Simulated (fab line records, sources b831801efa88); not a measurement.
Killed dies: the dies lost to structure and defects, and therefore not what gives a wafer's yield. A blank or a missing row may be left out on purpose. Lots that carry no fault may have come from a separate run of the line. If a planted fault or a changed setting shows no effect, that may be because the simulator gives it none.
The tool behind it: which one? :: flow sky130 :: 24 lots with 72 wafers sampled at 5 steps, on a route of 708 steps

== WHAT THE GAUGES READ, wafer by wafer ==
SKY_METAL5_THK_MEAS_06: measures by xrf.
lot: L074
measured: day 42 16:10
on: film_metro-03
METAL5_ALCU_THK (nm): 1165 1161 1158

lot: L075
measured: day 43 01:26
on: film_metro-03
METAL5_ALCU_THK (nm): 1142 1153 1159

lot: L076
measured: day 43 05:53
on: film_metro-02
METAL5_ALCU_THK (nm): 1164 1165 1162

lot: L078
measured: day 43 14:34
on: film_metro-03
METAL5_ALCU_THK (nm): 1123 1127 1132

lot: L077
measured: day 43 17:49
on: film_metro-03
METAL5_ALCU_THK (nm): 1154 1150 1160

lot: L079
measured: day 44 03:22
on: film_metro-02
METAL5_ALCU_THK (nm): 1161 1144 1154

lot: L080
measured: day 44 14:25
on: film_metro-02
METAL5_ALCU_THK (nm): 1146 1144 1143

lot: L081
measured: day 44 19:32
on: film_metro-02
METAL5_ALCU_THK (nm): 1164 1151 1150

lot: L083
measured: day 45 05:11
on: film_metro-01
METAL5_ALCU_THK (nm): 1139 1136 1146

lot: L082
measured: day 45 05:55
on: film_metro-03
METAL5_ALCU_THK (nm): 1132 1138 1139

lot: L085
measured: day 45 18:21
on: film_metro-02
METAL5_ALCU_THK (nm): 1151 1162 1161

lot: L084
measured: day 45 20:17
on: film_metro-03
METAL5_ALCU_THK (nm): 1131 1140 1143

lot: L086
measured: day 45 21:11
on: film_metro-01
METAL5_ALCU_THK (nm): 1155 1150 1132

lot: L087
measured: day 46 06:13
on: film_metro-03
METAL5_ALCU_THK (nm): 1166 1158 1162

lot: L088
measured: day 46 15:25
on: film_metro-01
METAL5_ALCU_THK (nm): 1126 1135 1123

lot: L089
measured: day 46 23:44
on: film_metro-03
METAL5_ALCU_THK (nm): 1162 1167 1169

lot: L090
measured: day 47 01:18
on: film_metro-03
METAL5_ALCU_THK (nm): 1147 1141 1142

lot: L091
measured: day 47 04:52
on: film_metro-02
METAL5_ALCU_THK (nm): 1140 1150 1143

lot: L092
measured: day 47 12:36
on: film_metro-01
METAL5_ALCU_THK (nm): 1153 1158 1151

lot: L093
measured: day 47 21:30
on: film_metro-02
METAL5_ALCU_THK (nm): 1126 1121 1112

lot: L094
measured: day 48 02:11
on: film_metro-01
METAL5_ALCU_THK (nm): 1153 1150 1153

lot: L095
measured: day 48 05:08
on: film_metro-03
METAL5_ALCU_THK (nm): 1136 1152 1141

lot: L096
measured: day 48 08:15
on: film_metro-03
METAL5_ALCU_THK (nm): 1135 1142 1135

lot: L097
measured: day 48 10:02
on: film_metro-01
METAL5_ALCU_THK (nm): 1142 1146 1137

SKY_PASSIVATION_THK_MEAS_03.
lot: L074
measured: day 43 15:38
on: film_metro-04
PASSIVATION_CVD_02_THK (nm): 544 546 548

lot: L075
measured: day 44 01:08
on: film_metro-04
PASSIVATION_CVD_02_THK (nm): 545 546 545

lot: L076
measured: day 44 04:51
on: film_metro-03
PASSIVATION_CVD_02_THK (nm): 537 535 547

lot: L078
measured: day 44 13:44
on: film_metro-04
PASSIVATION_CVD_02_THK (nm): 540 538 549

lot: L077
measured: day 44 16:25
on: film_metro-03
PASSIVATION_CVD_02_THK (nm): 535 543 547

lot: L079
measured: day 45 02:31
on: film_metro-01
PASSIVATION_CVD_02_THK (nm): 526 528 537

lot: L080
measured: day 45 13:13
on: film_metro-03
PASSIVATION_CVD_02_THK (nm): 533 533 540

lot: L081
measured: day 45 18:23
on: film_metro-01
PASSIVATION_CVD_02_THK (nm): 551 550 549

lot: L083
measured: day 46 02:57
on: film_metro-03
PASSIVATION_CVD_02_THK (nm): 546 544 551

lot: L082
measured: day 46 03:17
on: film_metro-01
PASSIVATION_CVD_02_THK (nm): 542 543 537

lot: L085
measured: day 46 15:56
on: film_metro-04
PASSIVATION_CVD_02_THK (nm): 533 551 545

lot: L084
measured: day 46 17:35
on: film_metro-01
PASSIVATION_CVD_02_THK (nm): 533 539 540

lot: L086
measured: day 46 17:50
on: film_metro-01
PASSIVATION_CVD_02_THK (nm): 535 544 550

lot: L087
measured: day 47 03:07
on: film_metro-03
PASSIVATION_CVD_02_THK (nm): 532 546 541

lot: L088
measured: day 47 11:56
on: film_metro-03
PASSIVATION_CVD_02_THK (nm): 539 555 547

lot: L089
measured: day 47 20:05
on: film_metro-01
PASSIVATION_CVD_02_THK (nm): 537 534 539

lot: L090
measured: day 47 21:27
on: film_metro-03
PASSIVATION_CVD_02_THK (nm): 543 550 551

lot: L091
measured: day 48 00:58
on: film_metro-01
PASSIVATION_CVD_02_THK (nm): 537 547 542

lot: L092
measured: day 48 08:47
on: film_metro-04
PASSIVATION_CVD_02_THK (nm): 532 531 538

lot: L093
measured: day 48 17:28
on: film_metro-03
PASSIVATION_CVD_02_THK (nm): 539 547 544

lot: L094
measured: day 48 20:56
on: film_metro-04
PASSIVATION_CVD_02_THK (nm): 539 546 547

lot: L095
measured: day 49 00:37
on: film_metro-01
PASSIVATION_CVD_02_THK (nm): 540 547 541

lot: L096
measured: day 49 03:01
on: film_metro-01
PASSIVATION_CVD_02_THK (nm): 537 550 550

lot: L097
measured: day 49 04:25
on: film_metro-01
PASSIVATION_CVD_02_THK (nm): 533 536 545

== EACH LOT AND THE TOOL THAT RAN IT (in order: tool; ch and the chambers of the sampled wafers; start) ==
lot: L074
SKY_METAL4_SPUTTER_02: pvd_sputter-02, day 39 12:29
SKY_METAL4_ETCH_17: rie_diel-02 ch 0,2,3, day 41 13:32
SKY_METAL5_SPUTTER_02: pvd_sputter-02, day 42 15:56

lot: L075
SKY_METAL4_SPUTTER_02: pvd_sputter-01, day 39 22:03
SKY_METAL4_ETCH_17: rie_diel-04 ch 0,1,2, day 41 23:17
SKY_METAL5_SPUTTER_02: pvd_sputter-02, day 43 01:10

lot: L076
SKY_METAL4_SPUTTER_02: pvd_sputter-03, day 40 03:30
SKY_METAL4_ETCH_17: rie_diel-03 ch 0,1,3, day 42 04:23
SKY_METAL5_SPUTTER_02: pvd_sputter-01, day 43 05:39

lot: L078
SKY_METAL4_SPUTTER_02: pvd_sputter-03, day 40 11:51
SKY_METAL4_ETCH_17: rie_diel-02 ch 1,3, day 42 12:15
SKY_METAL5_SPUTTER_02: pvd_sputter-01, day 43 14:19

lot: L077
SKY_METAL4_SPUTTER_02: pvd_sputter-02, day 40 14:16
SKY_METAL4_ETCH_17: rie_diel-02 ch 0,1,3, day 42 15:42
SKY_METAL5_SPUTTER_02: pvd_sputter-01, day 43 17:35

lot: L079
SKY_METAL4_SPUTTER_02: pvd_sputter-03, day 41 00:49
SKY_METAL4_ETCH_17: rie_diel-02 ch 2,3, day 43 01:56
SKY_METAL5_SPUTTER_02: pvd_sputter-04, day 44 03:07

lot: L080
SKY_METAL4_SPUTTER_02: pvd_sputter-02, day 41 12:50
SKY_METAL4_ETCH_17: rie_diel-04 ch 1,3, day 43 13:23
SKY_METAL5_SPUTTER_02: pvd_sputter-01, day 44 14:11

lot: L081
SKY_METAL4_SPUTTER_02: pvd_sputter-02, day 41 18:34
SKY_METAL4_ETCH_17: rie_diel-03 ch 0,3, day 43 18:14
SKY_METAL5_SPUTTER_02: pvd_sputter-02, day 44 19:16

lot: L083
SKY_METAL4_SPUTTER_02: pvd_sputter-03, day 42 06:26
SKY_METAL4_ETCH_17: rie_diel-04 ch 0,1,2, day 44 04:47
SKY_METAL5_SPUTTER_02: pvd_sputter-01, day 45 04:57

lot: L082
SKY_METAL4_SPUTTER_02: pvd_sputter-02, day 42 07:02
SKY_METAL4_ETCH_17: rie_diel-03 ch 1,2, day 44 05:53
SKY_METAL5_SPUTTER_02: pvd_sputter-01, day 45 05:41

lot: L085
SKY_METAL4_SPUTTER_02: pvd_sputter-02, day 42 18:00
SKY_METAL4_ETCH_17: rie_diel-02 ch 0,2, day 44 17:10
SKY_METAL5_SPUTTER_02: pvd_sputter-02, day 45 18:06

lot: L084
SKY_METAL4_SPUTTER_02: pvd_sputter-03, day 42 21:02
SKY_METAL4_ETCH_17: rie_diel-03 ch 2,3, day 44 20:01
SKY_METAL5_SPUTTER_02: pvd_sputter-04, day 45 20:02

lot: L086
SKY_METAL4_SPUTTER_02: pvd_sputter-03, day 42 22:56
SKY_METAL4_ETCH_17: rie_diel-02 ch 1,3, day 44 20:55
SKY_METAL5_SPUTTER_02: pvd_sputter-04, day 45 20:56

lot: L087
SKY_METAL4_SPUTTER_02: pvd_sputter-02, day 43 09:56
SKY_METAL4_ETCH_17: rie_diel-02 ch 0,1,3, day 45 07:05
SKY_METAL5_SPUTTER_02: pvd_sputter-02, day 46 05:59

lot: L088
SKY_METAL4_SPUTTER_02: pvd_sputter-02, day 43 19:15
SKY_METAL4_ETCH_17: rie_diel-02 ch 1,3, day 45 16:06
SKY_METAL5_SPUTTER_02: pvd_sputter-04, day 46 15:11

lot: L089
SKY_METAL4_SPUTTER_02: pvd_sputter-03, day 44 04:05
SKY_METAL4_ETCH_17: rie_diel-03 ch 0,3, day 46 00:28
SKY_METAL5_SPUTTER_02: pvd_sputter-01, day 46 23:28

lot: L090
SKY_METAL4_SPUTTER_02: pvd_sputter-01, day 44 05:08
SKY_METAL4_ETCH_17: rie_diel-03 ch 0,2, day 46 01:35
SKY_METAL5_SPUTTER_02: pvd_sputter-02, day 47 01:03

lot: L091
SKY_METAL4_SPUTTER_02: pvd_sputter-01, day 44 09:59
SKY_METAL4_ETCH_17: rie_diel-02 ch 0,1,3, day 46 05:26
SKY_METAL5_SPUTTER_02: pvd_sputter-01, day 47 04:37

lot: L092
SKY_METAL4_SPUTTER_02: pvd_sputter-01, day 44 18:41
SKY_METAL4_ETCH_17: rie_diel-04 ch 0,2,3, day 46 13:45
SKY_METAL5_SPUTTER_02: pvd_sputter-01, day 47 12:22

lot: L093
SKY_METAL4_SPUTTER_02: pvd_sputter-02, day 45 05:14
SKY_METAL4_ETCH_17: rie_diel-02 ch 1,3, day 46 22:50
SKY_METAL5_SPUTTER_02: pvd_sputter-04, day 47 21:15

lot: L094
SKY_METAL4_SPUTTER_02: pvd_sputter-02, day 45 10:44
SKY_METAL4_ETCH_17: rie_diel-03 ch 1,2, day 47 04:01
SKY_METAL5_SPUTTER_02: pvd_sputter-02, day 48 01:55

lot: L095
SKY_METAL4_SPUTTER_02: pvd_sputter-03, day 45 12:17
SKY_METAL4_ETCH_17: rie_diel-02 ch 0,1,2, day 47 06:59
SKY_METAL5_SPUTTER_02: pvd_sputter-02, day 48 04:52

lot: L096
SKY_METAL4_SPUTTER_02: pvd_sputter-01, day 45 17:23
SKY_METAL4_ETCH_17: rie_diel-04 ch 1,2, day 47 10:24
SKY_METAL5_SPUTTER_02: pvd_sputter-04, day 48 07:59

lot: L097
SKY_METAL4_SPUTTER_02: pvd_sputter-03, day 45 18:56
SKY_METAL4_ETCH_17: rie_diel-04 ch 1,2,3, day 47 12:02
SKY_METAL5_SPUTTER_02: pvd_sputter-04, day 48 09:47
- SKY_METAL4_SPUTTER_02: material AlCu, target thk 735 nm, time 39.1 s.
- SKY_METAL4_ETCH_17: etches SiO2 in C4F8/O2/Ar, stops on TiN, time 3.9 s, target depth 15 nm.
- SKY_METAL5_SPUTTER_02: material AlCu, target thk 1150 nm, time 61.2 s.

== AS READ BY THE TOOLS THEMSELVES (means over the sampled wafers that have a number; for cases with no such wafer, the mark the record gives instead) ==
SKY_METAL4_SPUTTER_02.
lot: L074
tool: pvd_sputter-02
cathode_dc_power_W (W): 10599
chamber_pressure_pa (Pa): 0.3992
throttle_valve_pct (%): 29.7

lot: L075
tool: pvd_sputter-01
cathode_dc_power_W (W): 10600
chamber_pressure_pa (Pa): 0.3996
throttle_valve_pct (%): 30.5

lot: L076
tool: pvd_sputter-03
cathode_dc_power_W (W): 10601
chamber_pressure_pa (Pa): 0.3994
throttle_valve_pct (%): 29.7

lot: L078
tool: pvd_sputter-03
cathode_dc_power_W (W): 10600
chamber_pressure_pa (Pa): 0.4007
throttle_valve_pct (%): 29.6

lot: L077
tool: pvd_sputter-02
cathode_dc_power_W (W): 10600
chamber_pressure_pa (Pa): 0.3993
throttle_valve_pct (%): 30.7

lot: L079
tool: pvd_sputter-03
cathode_dc_power_W (W): 10602
chamber_pressure_pa (Pa): 0.3997
throttle_valve_pct (%): 29.4

lot: L080
tool: pvd_sputter-02
cathode_dc_power_W (W): 10601
chamber_pressure_pa (Pa): 0.4003
throttle_valve_pct (%): 29.5

lot: L081
tool: pvd_sputter-02
cathode_dc_power_W (W): 10600
chamber_pressure_pa (Pa): 0.3995
throttle_valve_pct (%): 30.2

lot: L083
tool: pvd_sputter-03
cathode_dc_power_W (W): 10600
chamber_pressure_pa (Pa): 0.4002
throttle_valve_pct (%): 29.8

lot: L082
tool: pvd_sputter-02
cathode_dc_power_W (W): 10598
chamber_pressure_pa (Pa): 0.3997
throttle_valve_pct (%): 30.3

lot: L085
tool: pvd_sputter-02
cathode_dc_power_W (W): 10600
chamber_pressure_pa (Pa): 0.4002
throttle_valve_pct (%): 29.7

lot: L084
tool: pvd_sputter-03
cathode_dc_power_W (W): 10597
chamber_pressure_pa (Pa): 0.3997
throttle_valve_pct (%): 29.4

lot: L086
tool: pvd_sputter-03
cathode_dc_power_W (W): 10599
chamber_pressure_pa (Pa): 0.4005
throttle_valve_pct (%): 30.0

lot: L087
tool: pvd_sputter-02
cathode_dc_power_W (W): 10599
chamber_pressure_pa (Pa): 0.4004
throttle_valve_pct (%): 29.9

lot: L088
tool: pvd_sputter-02
cathode_dc_power_W (W): 10599
chamber_pressure_pa (Pa): 0.3998
throttle_valve_pct (%): 30.1

lot: L089
tool: pvd_sputter-03
cathode_dc_power_W (W): 10600
chamber_pressure_pa (Pa): 0.4001
throttle_valve_pct (%): 29.1

lot: L090
tool: pvd_sputter-01
cathode_dc_power_W (W): 10600
chamber_pressure_pa (Pa): 0.3995
throttle_valve_pct (%): 31.0

lot: L091
tool: pvd_sputter-01
cathode_dc_power_W (W): 10600
chamber_pressure_pa (Pa): 0.4005
throttle_valve_pct (%): 29.8

lot: L092
tool: pvd_sputter-01
cathode_dc_power_W (W): 10602
chamber_pressure_pa (Pa): 0.3993
throttle_valve_pct (%): 30.6

lot: L093
tool: pvd_sputter-02
cathode_dc_power_W (W): 10599
chamber_pressure_pa (Pa): 0.3996
throttle_valve_pct (%): 29.8

lot: L094
tool: pvd_sputter-02
cathode_dc_power_W (W): 10600
chamber_pressure_pa (Pa): 0.4007
throttle_valve_pct (%): 30.2

lot: L095
tool: pvd_sputter-03
cathode_dc_power_W (W): 10600
chamber_pressure_pa (Pa): 0.3993
throttle_valve_pct (%): 29.1

lot: L096
tool: pvd_sputter-01
cathode_dc_power_W (W): 10600
chamber_pressure_pa (Pa): 0.3990
throttle_valve_pct (%): 31.4

lot: L097
tool: pvd_sputter-03
cathode_dc_power_W (W): 10599
chamber_pressure_pa (Pa): 0.3997
throttle_valve_pct (%): 29.3

SKY_METAL4_ETCH_17.
lot: L074
tool: rie_diel-02
bias_w (W): 1202
oes_product_au (a.u.): 0.752

lot: L075
tool: rie_diel-04
bias_w (W): 1197
oes_product_au (a.u.): 0.754

lot: L076
tool: rie_diel-03
bias_w (W): 1199
oes_product_au (a.u.): 0.762

lot: L078
tool: rie_diel-02
bias_w (W): 1199
oes_product_au (a.u.): 0.750

lot: L077
tool: rie_diel-02
bias_w (W): 1199
oes_product_au (a.u.): 0.759

lot: L079
tool: rie_diel-02
bias_w (W): 1199
oes_product_au (a.u.): 0.750

lot: L080
tool: rie_diel-04
bias_w (W): 1198
oes_product_au (a.u.): 0.751

lot: L081
tool: rie_diel-03
bias_w (W): 1199
oes_product_au (a.u.): 0.759

lot: L083
tool: rie_diel-04
bias_w (W): 1202
oes_product_au (a.u.): 0.748

lot: L082
tool: rie_diel-03
bias_w (W): 1201
oes_product_au (a.u.): 0.749

lot: L085
tool: rie_diel-02
bias_w (W): 1197
oes_product_au (a.u.): 0.752

lot: L084
tool: rie_diel-03
bias_w (W): 1197
oes_product_au (a.u.): 0.750

lot: L086
tool: rie_diel-02
bias_w (W): 1200
oes_product_au (a.u.): 0.747

lot: L087
tool: rie_diel-02
bias_w (W): 1201
oes_product_au (a.u.): 0.753

lot: L088
tool: rie_diel-02
bias_w (W): 1205
oes_product_au (a.u.): 0.754

lot: L089
tool: rie_diel-03
bias_w (W): 1198
oes_product_au (a.u.): 0.763

lot: L090
tool: rie_diel-03
bias_w (W): 1201
oes_product_au (a.u.): 0.752

lot: L091
tool: rie_diel-02
bias_w (W): 1201
oes_product_au (a.u.): 0.756

lot: L092
tool: rie_diel-04
bias_w (W): 1199
oes_product_au (a.u.): 0.756

lot: L093
tool: rie_diel-02
bias_w (W): 1204
oes_product_au (a.u.): 0.755

lot: L094
tool: rie_diel-03
bias_w (W): 1203
oes_product_au (a.u.): 0.767

lot: L095
tool: rie_diel-02
bias_w (W): 1203
oes_product_au (a.u.): 0.751

lot: L096
tool: rie_diel-04
bias_w (W): 1202
oes_product_au (a.u.): 0.757

lot: L097
tool: rie_diel-04
bias_w (W): 1199
oes_product_au (a.u.): 0.746

SKY_METAL5_SPUTTER_02.
lot: L074
tool: pvd_sputter-02
cathode_dc_power_W (W): 10599
chamber_pressure_pa (Pa): 0.4001
throttle_valve_pct (%): 30.3

lot: L075
tool: pvd_sputter-02
cathode_dc_power_W (W): 10600
chamber_pressure_pa (Pa): 0.4001
throttle_valve_pct (%): 29.7

lot: L076
tool: pvd_sputter-01
cathode_dc_power_W (W): 10599
chamber_pressure_pa (Pa): 0.4008
throttle_valve_pct (%): 30.6

lot: L078
tool: pvd_sputter-01
cathode_dc_power_W (W): 10601
chamber_pressure_pa (Pa): 0.4001
throttle_valve_pct (%): 30.2

lot: L077
tool: pvd_sputter-01
cathode_dc_power_W (W): 10601
chamber_pressure_pa (Pa): 0.3987
throttle_valve_pct (%): 30.7

lot: L079
tool: pvd_sputter-04
cathode_dc_power_W (W): 10599
chamber_pressure_pa (Pa): 0.4001
throttle_valve_pct (%): 31.3

lot: L080
tool: pvd_sputter-01
cathode_dc_power_W (W): 10601
chamber_pressure_pa (Pa): 0.4003
throttle_valve_pct (%): 30.6

lot: L081
tool: pvd_sputter-02
cathode_dc_power_W (W): 10601
chamber_pressure_pa (Pa): 0.4005
throttle_valve_pct (%): 30.2

lot: L083
tool: pvd_sputter-01
cathode_dc_power_W (W): 10599
chamber_pressure_pa (Pa): 0.4008
throttle_valve_pct (%): 30.2

lot: L082
tool: pvd_sputter-01
cathode_dc_power_W (W): 10599
chamber_pressure_pa (Pa): 0.3993
throttle_valve_pct (%): 29.8

lot: L085
tool: pvd_sputter-02
cathode_dc_power_W (W): 10599
chamber_pressure_pa (Pa): 0.4013
throttle_valve_pct (%): 30.3

lot: L084
tool: pvd_sputter-04
cathode_dc_power_W (W): 10598
chamber_pressure_pa (Pa): 0.3998
throttle_valve_pct (%): 28.7

lot: L086
tool: pvd_sputter-04
cathode_dc_power_W (W): 10600
chamber_pressure_pa (Pa): 0.3995
throttle_valve_pct (%): 29.5

lot: L087
tool: pvd_sputter-02
cathode_dc_power_W (W): 10602
chamber_pressure_pa (Pa): 0.4001
throttle_valve_pct (%): 29.7

lot: L088
tool: pvd_sputter-04
cathode_dc_power_W (W): 10600
chamber_pressure_pa (Pa): 0.3999
throttle_valve_pct (%): 30.0

lot: L089
tool: pvd_sputter-01
cathode_dc_power_W (W): 10600
chamber_pressure_pa (Pa): 0.3997
throttle_valve_pct (%): 31.1

lot: L090
tool: pvd_sputter-02
cathode_dc_power_W (W): 10598
chamber_pressure_pa (Pa): 0.4003
throttle_valve_pct (%): 30.2

lot: L091
tool: pvd_sputter-01
cathode_dc_power_W (W): 10600
chamber_pressure_pa (Pa): 0.3992
throttle_valve_pct (%): 29.6

lot: L092
tool: pvd_sputter-01
cathode_dc_power_W (W): 10600
chamber_pressure_pa (Pa): 0.4004
throttle_valve_pct (%): 30.4

lot: L093
tool: pvd_sputter-04
cathode_dc_power_W (W): 10601
chamber_pressure_pa (Pa): 0.4006
throttle_valve_pct (%): 31.0

lot: L094
tool: pvd_sputter-02
cathode_dc_power_W (W): 10598
chamber_pressure_pa (Pa): 0.4003
throttle_valve_pct (%): 29.8

lot: L095
tool: pvd_sputter-02
cathode_dc_power_W (W): 10599
chamber_pressure_pa (Pa): 0.4000
throttle_valve_pct (%): 29.8

lot: L096
tool: pvd_sputter-04
cathode_dc_power_W (W): 10600
chamber_pressure_pa (Pa): 0.4000
throttle_valve_pct (%): 30.2

lot: L097
tool: pvd_sputter-04
cathode_dc_power_W (W): 10598
chamber_pressure_pa (Pa): 0.4001
throttle_valve_pct (%): 29.5

== THE ANSWER, worked out from the rows above alone ==
Rule: what is usual is taken from the lots themselves. Put in order of their means at a reading, lots are off if they are a third of the lots or fewer, leave a main group of 4 or more, and stand apart from it by a gap of 3 or more times the standard deviation of the main group's means; of several such gaps the widest counts. A main group is skipped when, at the precision printed for the reading in the tables above, its means are all equal. A lot without any number at a reading at which 4 lots or more have one is off too. All remaining lots with rows at the step are treated as sound. Order of review: gauges by route order, followed by the tools' own readings, for which a lot's mean as printed above is used. At the first step where some lot is off, the reading lying furthest off is the one used; lots without a number count as furthest.
No lot is off on any of the readings shown, so nothing can be concluded from this.

== WHAT THE SIMULATOR HAD PUT IN ==
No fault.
